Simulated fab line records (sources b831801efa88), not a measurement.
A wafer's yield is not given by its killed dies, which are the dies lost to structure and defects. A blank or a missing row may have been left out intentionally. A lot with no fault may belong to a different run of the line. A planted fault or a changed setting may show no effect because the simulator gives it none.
The tool behind it: which one? / flow gf180mcu / 14 lots with 42 wafers sampled at 5 steps, on a route of 602 steps

## WHAT THE GAUGES READ, wafer by wafer
GF_HV_LDD_OVL_MEAS_20.
lot=L171; measured=day 10 19:18; on=overlay-01; HV_LDD_01_OVL (nm)=0.3 -1.8 -1.3
lot=L172; measured=day 11 04:19; on=overlay-01; HV_LDD_01_OVL (nm)=2.2 3.2 0.3
lot=L174; measured=day 11 19:41; on=overlay-01; HV_LDD_01_OVL (nm)=-0.9 0.4 -0.2
lot=L176; measured=day 12 09:03; on=overlay-01; HV_LDD_01_OVL (nm)=-1.2 -1.0 1.0
lot=L178; measured=day 12 20:23; on=overlay-01; HV_LDD_01_OVL (nm)=-1.7 -0.5 -1.1
lot=L180; measured=day 13 13:23; on=overlay-01; HV_LDD_01_OVL (nm)=0.9 0.3 0.2
lot=L181; measured=day 13 23:08; on=overlay-01; HV_LDD_01_OVL (nm)=-1.6 -1.4 -1.2
lot=L182; measured=day 14 02:19; on=overlay-01; HV_LDD_01_OVL (nm)=-1.9 -2.8 0.1
lot=L183; measured=day 14 12:56; on=overlay-01; HV_LDD_01_OVL (nm)=-0.1 -0.7 -0.9
lot=L187; measured=day 15 19:50; on=overlay-01; HV_LDD_01_OVL (nm)=-2.8 -2.6 -1.2
lot=L188; measured=day 16 01:19; on=overlay-02; HV_LDD_01_OVL (nm)=0.0 1.2 0.7
lot=L190; measured=day 16 18:38; on=overlay-02; HV_LDD_01_OVL (nm)=3.6 2.5 3.5
lot=L192; measured=day 17 06:22; on=overlay-01; HV_LDD_01_OVL (nm)=1.8 0.1 -0.9
lot=L194; measured=day 18 06:52; on=overlay-01; HV_LDD_01_OVL (nm)=-1.7 0.3 -1.3

GF_HV_LDD_OVL_MEAS_47.
lot=L171; measured=day 12 10:01; on=overlay-01; HV_LDD_03_OVL (nm)=-2.3 0.4 -2.8
lot=L172; measured=day 12 19:13; on=overlay-01; HV_LDD_03_OVL (nm)=-1.6 -0.6 -1.2
lot=L174; measured=day 13 11:08; on=overlay-01; HV_LDD_03_OVL (nm)=-0.6 -0.4 0.5
lot=L176; measured=day 14 15:56; on=overlay-01; HV_LDD_03_OVL (nm)=0.0 -0.8 -0.1
lot=L178; measured=day 14 13:54; on=overlay-01; HV_LDD_03_OVL (nm)=-1.5 -2.3 -1.4
lot=L180; measured=day 15 07:10; on=overlay-02; HV_LDD_03_OVL (nm)=1.0 2.1 -1.9
lot=L181; measured=day 15 18:35; on=overlay-01; HV_LDD_03_OVL (nm)=1.9 0.8 0.2
lot=L182; measured=day 15 22:05; on=overlay-02; HV_LDD_03_OVL (nm)=-0.1 1.2 -0.3
lot=L183; measured=day 16 09:01; on=overlay-01; HV_LDD_03_OVL (nm)=4.2 1.3 1.0
lot=L187; measured=day 17 18:58; on=overlay-01; HV_LDD_03_OVL (nm)=-0.1 -0.2 -0.1
lot=L188; measured=day 21 05:05; on=overlay-02; HV_LDD_03_OVL (nm)=1.6 0.9 3.0
lot=L190; measured=day 18 18:16; on=overlay-02; HV_LDD_03_OVL (nm)=0.4 0.2 1.0
lot=L192; measured=day 19 06:55; on=overlay-01; HV_LDD_03_OVL (nm)=-1.4 0.5 -3.6
lot=L194; measured=day 20 07:48; on=overlay-02; HV_LDD_03_OVL (nm)=1.8 1.0 0.4

GF_PSD_RS_MEAS_15: measurement is done with a four-point probe.
lot=L171; measured=day 14 05:41; on=film_metro-02; PSD_RS (ohm/sq)=108.73 108.55 108.44
lot=L172; measured=day 14 16:12; on=film_metro-01; PSD_RS (ohm/sq)=108.62 108.91 108.85
lot=L174; measured=day 15 08:40; on=film_metro-02; PSD_RS (ohm/sq)=108.66 108.14 108.82
lot=L176; measured=day 16 16:02; on=film_metro-04; PSD_RS (ohm/sq)=108.72 108.67 108.48
lot=L178; measured=day 16 13:53; on=film_metro-04; PSD_RS (ohm/sq)=108.68 108.37 108.42
lot=L180; measured=day 17 09:47; on=film_metro-04; PSD_RS (ohm/sq)=108.82 108.55 109.16
lot=L181; measured=day 17 21:27; on=film_metro-02; PSD_RS (ohm/sq)=108.25 108.09 108.17
lot=L182; measured=day 18 01:55; on=film_metro-01; PSD_RS (ohm/sq)=108.56 108.63 108.63
lot=L183; measured=day 18 12:12; on=film_metro-04; PSD_RS (ohm/sq)=109.00 109.23 108.68
lot=L187; measured=day 20 00:11; on=film_metro-02; PSD_RS (ohm/sq)=108.29 108.58 108.45
lot=L188; measured=day 23 08:10; on=film_metro-01; PSD_RS (ohm/sq)=108.41 108.02 108.31
lot=L190; measured=day 21 04:32; on=film_metro-02; PSD_RS (ohm/sq)=108.41 108.46 108.41
lot=L192; measured=day 21 11:03; on=film_metro-04; PSD_RS (ohm/sq)=108.66 108.85 108.95
lot=L194; measured=day 22 12:27; on=film_metro-02; PSD_RS (ohm/sq)=108.31 108.17 108.35

GF_V2_THK_MEAS_03.
lot=L171; measured=day 19 05:36; on=film_metro-01; V2_CVD_02_THK (nm)=835 822 836
lot=L172; measured=day 19 16:17; on=film_metro-01; V2_CVD_02_THK (nm)=840 856 851
lot=L174; measured=day 20 11:53; on=film_metro-01; V2_CVD_02_THK (nm)=836 837 849
lot=L176; measured=day 21 19:18; on=film_metro-04; V2_CVD_02_THK (nm)=823 831 858
lot=L178; measured=day 21 18:22; on=film_metro-03; V2_CVD_02_THK (nm)=829 836 840
lot=L180; measured=day 22 13:29; on=film_metro-04; V2_CVD_02_THK (nm)=844 846 855
lot=L181; measured=day 23 02:34; on=film_metro-04; V2_CVD_02_THK (nm)=841 846 856
lot=L182; measured=day 23 07:37; on=film_metro-01; V2_CVD_02_THK (nm)=821 833 833
lot=L183; measured=day 23 16:31; on=film_metro-01; V2_CVD_02_THK (nm)=823 834 849
lot=L187; measured=day 25 02:51; on=film_metro-01; V2_CVD_02_THK (nm)=831 831 855
lot=L188; measured=day 28 01:27; on=film_metro-03; V2_CVD_02_THK (nm)=826 838 845
lot=L190; measured=day 26 04:44; on=film_metro-04; V2_CVD_02_THK (nm)=593 588 600
lot=L192; measured=day 26 09:29; on=film_metro-01; V2_CVD_02_THK (nm)=592 605 609
lot=L194; measured=day 27 07:25; on=film_metro-04; V2_CVD_02_THK (nm)=848 835 862

## WHICH TOOL RAN EACH LOT (tool, then ch and the chambers of the sampled wafers, then the start)
lot=L171; GF_V2_CVD_02=pecvd-04 ch 0,1,2, day 19 05:32
lot=L172; GF_V2_CVD_02=pecvd-03 ch 0,2, day 19 16:11
lot=L174; GF_V2_CVD_02=pecvd-04 ch 0,1, day 20 11:49
lot=L176; GF_V2_CVD_02=pecvd-02 ch 0,1,2, day 21 19:14
lot=L178; GF_V2_CVD_02=pecvd-04 ch 0,2, day 21 18:17
lot=L180; GF_V2_CVD_02=pecvd-04 ch 1,2, day 22 13:25
lot=L181; GF_V2_CVD_02=pecvd-04 ch 1,2, day 23 02:25
lot=L182; GF_V2_CVD_02=pecvd-03 ch 1,2, day 23 07:31
lot=L183; GF_V2_CVD_02=pecvd-03 ch 0,2, day 23 16:26
lot=L187; GF_V2_CVD_02=pecvd-02 ch 0,1,2, day 25 02:47
lot=L188; GF_V2_CVD_02=pecvd-02 ch 0,1, day 28 01:23
lot=L190; GF_V2_CVD_02=pecvd-03 ch 1,2, day 26 04:39
lot=L192; GF_V2_CVD_02=pecvd-03 ch 0,2, day 26 09:25
lot=L194; GF_V2_CVD_02=pecvd-02 ch 0,2, day 27 07:21
- GF_V2_CVD_02: deposits SiO2 from TEOS, target thk 850 nm, time 94.851 s.

## WHAT THE TOOLS THEMSELVES READ (means of the sampled wafers that have a number; where no wafer has one, the mark that the record gives instead)
GF_V2_CVD_02.
lot=L171; tool=pecvd-04; heater_power_w (W)=752
lot=L172; tool=pecvd-03; heater_power_w (W)=683
lot=L174; tool=pecvd-04; heater_power_w (W)=753
lot=L176; tool=pecvd-02; heater_power_w (W)=720
lot=L178; tool=pecvd-04; heater_power_w (W)=736
lot=L180; tool=pecvd-04; heater_power_w (W)=742
lot=L181; tool=pecvd-04; heater_power_w (W)=717
lot=L182; tool=pecvd-03; heater_power_w (W)=604
lot=L183; tool=pecvd-03; heater_power_w (W)=698
lot=L187; tool=pecvd-02; heater_power_w (W)=670
lot=L188; tool=pecvd-02; heater_power_w (W)=629
lot=L190; tool=pecvd-03; heater_power_w (W)=673
lot=L192; tool=pecvd-03; heater_power_w (W)=700
lot=L194; tool=pecvd-02; heater_power_w (W)=603

## THE ANSWER, worked out from the rows above alone
Rule: the lots themselves supply what counts as usual. The widest of any qualifying gaps counts: lots, ordered by their means at a reading, are off when they make up no more than a third of the lots, leave a main group of 4 or more, and stand apart from it by 3 or more times the standard deviation of that group's means. Not used: any main group whose means are identical at the precision the tables above print for the reading. A lot without any number at a reading at which 4 lots or more have one is off too. Any other lot the step has rows for is counted as sound. First the gauges in route order, then the tools' own readings, where a lot's mean is used as printed above. At the first step where some lot is off, the reading lying furthest off is the one used; lots without a number count as furthest.
Off: L190, L192, at GF_V2_THK_MEAS_03 (V2_CVD_02_THK). The main group: mean 840 nm, standard deviation 6.8.
If a tool, at a process step before that reading, ran all the lots that are off and no sound lot after the first of them, it fits. Gauges at GF_V2_THK_MEAS_03: tried the same way as those tools. One fits: pecvd-03 at GF_V2_CVD_02. A fault onset in the window from L183 (day 23 16:26, its last sound lot) to L190 (day 26 04:39, its first lot off) fits.

## WHAT WAS PUT IN BY THE SIMULATOR
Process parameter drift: pecvd-03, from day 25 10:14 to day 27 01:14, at GF_V2_CVD_02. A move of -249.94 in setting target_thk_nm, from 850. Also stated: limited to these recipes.
Shown lots that were struck: L190, L192. This agrees with what the rule above found.
